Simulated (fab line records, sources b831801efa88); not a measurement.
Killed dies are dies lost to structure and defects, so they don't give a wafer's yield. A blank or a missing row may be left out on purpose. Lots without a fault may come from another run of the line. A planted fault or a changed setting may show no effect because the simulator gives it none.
A struck lot beside a sound one | flow sky130 | 14 steps out of a route of 708
Sound: wafers L656.1, L656.2, L656.4. Struck: wafers L668.2, L668.3, L668.6. The cause comes at the end.
At each step with rows: each side's tool, then ch and its chambers, then its first start. Under that, the readings that differ: sound wafers | struck wafers | difference of the means | sigmas: that difference in standard deviations of wafers without a fault.
alike: readings whose means differ by less than 2 such deviations, and words and numbers that are the same on both sides. not compared: withheld readings, readings that some wafer has no value for, bounds like >300 that may hide the same value, and numbers for which the record gives no deviation and whose values overlap.
The two part at a step that has a row with sigmas, a row that says differs or no value, or rows on one side only. Numbers that don't overlap but have no deviation are shown without sigmas and don't part them. A reading that every wafer of one side lacks parts them only if that side has two wafers or more.

first, 4 steps without rows for these wafers: SKY_METAL5_SOFTBAKE_10 (time 60 s); SKY_METAL5_EXPOSE_11 (exposes mask MM5, target cd 1600 nm); SKY_METAL5_PEB_12; SKY_METAL5_DEVELOP_13 (develop time 60 s).
SKY_METAL5_DESCUM_14: chemistry O2, time 11 s.
  sound on rie_metal-01 ch 0,1, day 45 16:25; struck on rie_metal-04 ch 0,1, day 48 12:58
  alike: chamber_pressure_mTorr, drypump_motor_current_A, oes_product_au
  not compared: rf_hours_counter_h
SKY_METAL5_METAL_ETCH_15: etches the open film in Cl2/BCl3, stops on SiO2, target depth 1260 nm, time 252 s.
  sound on rie_metal-01 ch 0,1, day 45 16:28; struck on rie_metal-04 ch 0,1, day 48 13:01
  alike: chamber_pressure_mTorr, drypump_motor_current_A, oes_product_au, throttle_valve_pct
  not compared: rf_hours_counter_h
SKY_METAL5_STRIP_16: strips in O2/N2.
  sound on plasma_asher-02 ch 0,1, day 45 16:41; struck on plasma_asher-01 ch 1, day 48 13:14
  alike: chamber_pressure_mTorr, drypump_motor_current_A, oes_product_au, strip_time_to_endpoint_s
  not compared: rf_hours_counter_h
then, 3 steps without rows for these wafers: SKY_METAL5_STRIP_17 (strips in post etch residue remover, time 1200 s); SKY_METAL5_CLEAN_18 (cleans in IPA, time 180 s); SKY_METAL5_CLEAN_19 (cleans in O3/DIW).
SKY_PASSIVATION_CVD_00: deposits SiO2, target thk 90 nm.
  sound on pecvd-01 ch 1,2, day 45 17:17; struck on pecvd-02 ch 1,2, day 48 13:52
  alike: heater_power_w
SKY_PASSIVATION_THK_MEAS_01:
  sound on film_metro-02, day 45 17:21; struck on film_metro-04, day 48 13:54
  alike: PASSIVATION_CVD_00_THK
SKY_PASSIVATION_CVD_02: deposits Si3N4, target thk 540 nm.
  sound on pecvd-04 ch 0,2, day 45 17:25; struck on pecvd-01 ch 0,1,2, day 48 13:57
  reading                                       | sound             | struck            | difference | sigmas
  model.Si3N4_of_PASSIVATION_CVD_02.thk_nm (nm) | 529.9 532.7 537.5 | 968.4 964.6 975.7 | +436.2     |
  alike: heater_power_w
SKY_PASSIVATION_THK_MEAS_03:
  sound on film_metro-02, day 45 17:53; struck on film_metro-03, day 48 14:25
  reading                     | sound       | struck      | difference | sigmas
  PASSIVATION_CVD_02_THK (nm) | 530 533 538 | 968 965 976 | +436       | +68
  not compared: hold

WHERE THEY PART
Only at SKY_PASSIVATION_THK_MEAS_03, within this record.

WHY: what the simulator had put in
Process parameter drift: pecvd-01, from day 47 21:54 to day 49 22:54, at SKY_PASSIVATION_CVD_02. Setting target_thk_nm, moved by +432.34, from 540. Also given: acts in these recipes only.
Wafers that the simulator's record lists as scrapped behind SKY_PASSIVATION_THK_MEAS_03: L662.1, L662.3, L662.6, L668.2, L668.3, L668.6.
